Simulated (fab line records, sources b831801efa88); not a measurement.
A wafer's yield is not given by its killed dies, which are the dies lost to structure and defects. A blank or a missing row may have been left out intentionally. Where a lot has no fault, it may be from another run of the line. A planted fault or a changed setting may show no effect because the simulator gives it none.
8D (eight disciplines) problem report, filled in by code | flow sfq line | the parts of the form that need people (team, actions taken, sign-off) are left out

1. WHAT WENT WRONG
bias w at SFQ_TRILAYER_M4_BARC_OPEN_METAL_ETCH_123 reads a mean of 91.04 W on 6 wafers of 2 lots; wafers without a fault read 79.98 W with a standard deviation of 0.23. Measured from the usual mean, that is +48 standard deviations.
The step: etches BARC in O2, target depth 125 nm, time 41.7 s.
First seen on wafer L669.2, day 46 20:20, on rie metal-03. The record holds 42 wafers of 14 lots with a number at this step. Rule for "out", or "out of limits": more than 4 standard deviations from the usual mean. Any other wafer with a number is counted as sound.

2. WHAT IT IS, WHAT IT ISN'T
question                    | is                     | is not
which readings at this step | bias w                 | chamber pressure mTorr, drypump motor current A
which lots                  | L669, L671             | L661, L663, L664, L665, L666, L667, L670, L679, L680, L681, L682, L683
which wafers of those lots  | all that have a number | -
read on which tools         | rie metal-03           | rie metal-02, rie metal-04
when                        | from day 46 20:20      | up to then (18 sound wafers); but 18 sound wafers of L670, L679, L680, L681, L682, L683 came after

3. WHAT RULES OUT EACH SUSPECT
Counting: a tool at any process step up to the reading remains a suspect when it ran all the lots that are out and ran no sound lot after the first of those.
- rie metal-03 at SFQ_TRILAYER_M4_BARC_OPEN_METAL_ETCH_123 (etches BARC in O2, target depth 125 nm, time 41.7 s): ruled out as a lasting fault. After its first lot that is out, L669 (day 46 20:20), sound lots L681, L682, L683 ran on it.
Left after counting: nothing in the record.

4. THE CAUSE (what the simulator had put in)
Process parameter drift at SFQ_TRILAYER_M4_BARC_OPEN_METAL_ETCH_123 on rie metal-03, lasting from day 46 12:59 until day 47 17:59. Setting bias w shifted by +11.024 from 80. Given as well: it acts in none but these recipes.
Counting ruled it out, wrongly.

5. SEQUENCE OF EFFECTS, ordered by route
One row per reading whose mean, taken over the struck wafers that have a number, lies over 3 standard deviations from the usual. Scope: only readings with a usual standard deviation given in the record; hours: median across lots of the time from each lot's start at the first step in this table that gives one to its start at this step; sigmas: change in usual standard deviations.
hours | step                                     | reading | usual   | on struck wafers | change | sigmas
0     | SFQ_TRILAYER_M4_BARC_OPEN_METAL_ETCH_123 | bias w  | 79.98 W | 91.04            | +11.06 | +48
Here are the process steps it includes:
- SFQ_TRILAYER_M4_BARC_OPEN_METAL_ETCH_123: etches BARC in O2, target depth 125 nm, time 41.7 s.

6. WHAT WOULD HAVE CAUGHT IT SOONER
The fault began at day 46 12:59; the first out-of-limits reading in this record came at day 46 20:20, 7 hours later.
